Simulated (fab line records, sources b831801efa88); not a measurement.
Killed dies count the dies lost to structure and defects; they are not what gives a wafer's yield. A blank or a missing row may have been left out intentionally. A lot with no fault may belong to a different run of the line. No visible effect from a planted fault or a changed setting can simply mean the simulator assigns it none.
Tool commonality check	flow sky130	Lots sampled 11, wafers sampled 33

## WHY IT WAS OPENED
SKY_NWELL_RS_MEAS_31, reading PWDE_RS: flagged on 2 of 11 lots. Wafers without a fault read 5282 ohm/sq, standard deviation 20.
Rule: a lot is flagged when every wafer of it that has a number lies more than 4 standard deviations from that mean, or none has a number. All remaining lots are regarded as sound.

lot	measured	on	PWDE_RS (ohm/sq), wafer by wafer	flag
L528	day 5 10:05	filmMetro-01	5277 5276 5283	
L529	day 5 20:53	filmMetro-01	5273 5256 5273	
L534	day 7 00:44	filmMetro-03	5322 5290 5283	
L535	day 7 04:01	filmMetro-04	5287 5288 5291	
L537	day 7 14:53	filmMetro-03	5044 5045 5050	FLAGGED
L540	day 8 09:43	filmMetro-01	5027 5033 5036	FLAGGED
L542	day 9 01:54	filmMetro-01	5300 5288 5285	
L546	day 10 00:19	filmMetro-03	5253 5269 5261	
L548	day 10 12:46	filmMetro-03	5261 5267 5273	
L550	day 11 09:26	filmMetro-03	5278 5267 5274	
L551	day 11 10:20	filmMetro-01	5291 5283 5279	
The numbers of the flagged lots are 5039 ohm/sq on average: -243 ohm/sq against the usual, or -12 standard deviations.

## TOOL THAT RAN EACH LOT
The record holds 2 process steps before the reading, out of a route of 708 steps. Each cell gives the tool, then ch followed by the chambers the sampled wafers passed through, then the start.
lot	flag	SKY_PWDE_IMPLANT_08	SKY_PWDE_STRIP_09
L528		implanter-04 ch 0, day 3 22:43	plasmaAsher-01 ch 0,1, day 3 22:50
L529		implanter-02 ch 0, day 4 06:55	plasmaAsher-01 ch 0,1, day 4 07:04
L534		implanter-04 ch 0, day 5 10:08	plasmaAsher-01 ch 0,1, day 5 10:16
L535		implanter-04 ch 0, day 5 12:55	plasmaAsher-01 ch 0,1, day 5 13:04
L537	FLAGGED	implanter-04 ch 0, day 5 23:15	plasmaAsher-02 ch 0,1, day 5 23:24
L540	FLAGGED	implanter-04 ch 0, day 6 16:13	plasmaAsher-02 ch 0,1, day 6 16:21
L542		implanter-02 ch 0, day 7 08:10	plasmaAsher-02 ch 0,1, day 7 08:19
L546		implanter-02 ch 0, day 8 04:42	plasmaAsher-01 ch 0,1, day 8 04:49
L548		implanter-01 ch 0, day 8 16:02	plasmaAsher-02 ch 0,1, day 8 16:10
L550		implanter-02 ch 0, day 9 10:06	plasmaAsher-04 ch 0,1, day 9 10:14
L551		implanter-01 ch 0, day 9 10:50	plasmaAsher-02 ch 0,1, day 9 10:58
What these steps do:
- SKY_PWDE_IMPLANT_08
- SKY_PWDE_STRIP_09: strips in O2/N2.
- SKY_NWELL_RS_MEAS_31: measures by four-point-probe.

## FLAGGED AGAINST TOTAL, ONE TOOL AT A TIME (gauges that did the reading follow at the end)
step	tool	lots run	flagged	share of the flagged lots	sound lots run after its first flagged lot
SKY_PWDE_IMPLANT_08	implanter-01	2	0	none	-
SKY_PWDE_IMPLANT_08	implanter-02	4	0	none	-
SKY_PWDE_IMPLANT_08	implanter-04	5	2	all	0
SKY_PWDE_STRIP_09	plasmaAsher-01	5	0	none	-
SKY_PWDE_STRIP_09	plasmaAsher-02	5	2	all	3 (L542,L548,L551)
SKY_PWDE_STRIP_09	plasmaAsher-04	1	0	none	-
SKY_NWELL_RS_MEAS_31	filmMetro-01	5	1	some	2 (L542,L551)
SKY_NWELL_RS_MEAS_31	filmMetro-03	5	1	some	3 (L546,L548,L550)
SKY_NWELL_RS_MEAS_31	filmMetro-04	1	0	none	-

## WHAT THE TABLE PERMITS
In 2 table rows, all flagged lots were run: implanter-04 (SKY_PWDE_IMPLANT_08), plasmaAsher-02 (SKY_PWDE_STRIP_09).
- implanter-04 at SKY_PWDE_IMPLANT_08 ran 5 lots, 2 of them flagged. Its last sound lot is L535 (day 5 12:55), its first flagged lot L537 (day 5 23:15): a fault that began between those two fits. Its own readings lie more than 4 standard deviations out on every wafer of the flagged lots: doseIonsCm2.
- plasmaAsher-02 at SKY_PWDE_STRIP_09 ran 5 lots, 2 of them flagged. After the first flagged lot (L542, L548, L551), sound lots still ran on it; a lasting fault on the whole tool would not permit that.
One tool is left: implanter-04 at SKY_PWDE_IMPLANT_08.

## WHAT THE SIMULATOR HAD PUT IN
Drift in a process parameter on implanter-04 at SKY_PWDE_IMPLANT_08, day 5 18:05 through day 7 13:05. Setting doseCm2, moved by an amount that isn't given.
Shown lots that were struck: L537, L540. The same result came from the rule above.
